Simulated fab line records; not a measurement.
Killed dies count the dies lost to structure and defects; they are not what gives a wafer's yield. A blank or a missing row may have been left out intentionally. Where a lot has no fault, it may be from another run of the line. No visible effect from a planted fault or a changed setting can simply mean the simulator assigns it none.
A struck lot beside a sound one ; flow sky130 ; 31 steps out of a route of 708
Sound: wafers L883.1, L883.2, L883.3. Struck: wafer L896.3 (L896.4, L896.6, from the same lot, were not struck and are left out); the cause is given at the end.
Per side, at each step with rows, come the tool, then ch with its chambers, and then its first start. Under that, the readings that differ: sound wafers ; struck wafers ; difference of the means ; sigmas: that difference in standard deviations of wafers without a fault.
alike: a reading whose means differ by less than 2 such deviations, as well as words and numbers matching on both sides. not compared: withheld readings; readings where some wafer has no value; bounds like >300 that might hide an equal value; numbers whose values overlap and for which the record gives no deviation.
Wherever a step has rows on one side only, a row that says differs or no value, or a row with sigmas, the two part there. Non-overlapping numbers with no deviation appear without sigmas and do not part them. A reading missing from all wafers of one side parts the sides only when that side holds two or more wafers.

first, 3 steps without rows for these wafers: SKY_VIA1_STRIP_17 (strips in post etch residue remover, time 1200 s); SKY_VIA1_CLEAN_18 (cleans in IPA, time 180 s); SKY_VIA1_CLEAN_19 (cleans in O3/DIW).
SKY_VIA1_SPUTTER_20: material TiN, target thk 20 nm, time 80 s.
  sound: pvd_sputter-04 at day 35 12:53; struck: pvd_sputter-04 at day 39 08:08
  alike: chamber_pressure_pa, throttle_valve_pct
then, 1 step without rows for these wafers: SKY_VIA1_CVD_21 (deposits W, target thk 270 nm, time 80.902 s).
SKY_VIA1_RS_MEAS_22: a four-point-probe measurement.
  sound: film_metro-04 at day 35 13:02; struck: film_metro-01 at day 39 08:19
  alike: VIA1_W_RS
SKY_VIA1_THK_MEAS_23: measures by xrf.
  sound: film_metro-04 at day 35 13:09; struck: film_metro-01 at day 39 08:25
  alike: VIA1_W_THK
then, 1 step without rows for these wafers: SKY_VIA1_CMP_24 (polishes, stops on SiO2, t overpolish 15 s, target thk 0 nm).
SKY_METAL2_SPUTTER_00: material Ti, target thk 15 nm, time 10 s.
  sound: pvd_sputter-03 at day 35 13:31; struck: pvd_sputter-03 at day 39 08:46
  alike: chamber_pressure_pa, throttle_valve_pct
then, 2 steps without rows for these wafers: SKY_METAL2_SPUTTER_01 (material TiN, target thk 20 nm, time 16.7 s); SKY_METAL2_SPUTTER_02 (material AlCu, target thk 250 nm, time 13.3 s).
SKY_METAL2_SPUTTER_03: material Ti, target thk 5 nm, time 3.3 s.
  sound: pvd_sputter-03 at day 35 13:35; struck: pvd_sputter-03 at day 39 08:50
  alike: chamber_pressure_pa, throttle_valve_pct
SKY_METAL2_SPUTTER_04: material TiN, target thk 70 nm, time 58.3 s.
  sound: pvd_sputter-03 at day 35 13:36; struck: pvd_sputter-03 at day 39 08:51
reading;sound;struck;difference;sigmas
model.TiN_of_METAL2_SPUTTER_04.thk_nm (nm);70.32 69.76 70.34;78.58;+8.44;
  alike: chamber_pressure_pa, throttle_valve_pct
SKY_METAL2_RS_MEAS_05: a four-point-probe measurement.
  sound: film_metro-03 at day 35 13:39; struck: film_metro-03 at day 39 08:56
  alike: METAL2_ALCU_RS
SKY_METAL2_THK_MEAS_06: measures by xrf.
  sound: film_metro-03 at day 35 13:46; struck: film_metro-03 at day 39 09:02
  alike: METAL2_ALCU_THK
then, 8 steps without rows for these wafers: SKY_METAL2_DEHYDRATE_07 (time 60 s); SKY_METAL2_HMDS_08 (prime time 60 s); SKY_METAL2_COAT_09 (resist thk 60 nm); SKY_METAL2_COAT_10 (resist thk 450 nm); SKY_METAL2_SOFTBAKE_11 (time 90 s); SKY_METAL2_EXPOSE_12 (exposes mask MM2, target cd 140 nm); SKY_METAL2_PEB_13; SKY_METAL2_DEVELOP_14 (develop time 60 s).
SKY_METAL2_CD_MEAS_15: the cd target is 140 nm.
  sound: cd_sem-02 at day 36 15:36; struck: cd_sem-01 at day 40 09:01
  alike: cd_nm
SKY_METAL2_OVL_MEAS_16:
  sound: overlay-02 at day 36 15:43; struck: overlay-01 at day 40 09:07
  alike: METAL2_OVL
then, 1 step without rows for these wafers: SKY_METAL2_DESCUM_17 (chemistry O2, time 8 s).
SKY_METAL2_ETCH_18: etches BARC in N2/H2, stops on SiO2, time 45.9 s, target depth 60 nm.
  sound on rie_metal-01 ch 0,1, day 36 15:47; struck on rie_metal-02 ch 0, day 40 09:11
reading;sound;struck;difference;sigmas
drypump_motor_current_A (A);6.5 6.2 6.5;4.9;-1.5;-2
  alike: oes_product_au, throttle_valve_pct
  not compared: rf_hours_counter_h
SKY_METAL2_METAL_ETCH_19: etches the open film in Cl2/BCl3, stops on SiO2, target depth 360 nm, time 78 s.
  sound on rie_metal-01 ch 0,1, day 36 15:51; struck on rie_metal-02 ch 0, day 40 09:16
reading;sound;struck;difference;sigmas
drypump_motor_current_A (A);6.5 6.2 6.5;4.9;-1.5;-2
  alike: oes_product_au, throttle_valve_pct
  not compared: rf_hours_counter_h
then, 1 step without rows for these wafers: SKY_METAL2_STRIP_20 (strips in O2/N2).
SKY_METAL2_STRIP_21: strips in post etch residue remover, time 1200 s.
  sound on wet_bench-04 ch 0, day 36 16:02; struck on wet_bench-03 ch 1, day 40 09:26
reading;sound;struck;difference;sigmas
model.TiN_of_METAL2_SPUTTER_04.thk_nm (nm);69.9 69.34 69.92;78.16;+8.44;
then, 1 step without rows for these wafers: SKY_METAL2_CLEAN_22 (cleans in IPA, time 180 s).

## WHERE THEY PART
At SKY_METAL2_ETCH_18 first; at SKY_METAL2_METAL_ETCH_19 last (within this record only).

WHY: whatever the simulator had introduced
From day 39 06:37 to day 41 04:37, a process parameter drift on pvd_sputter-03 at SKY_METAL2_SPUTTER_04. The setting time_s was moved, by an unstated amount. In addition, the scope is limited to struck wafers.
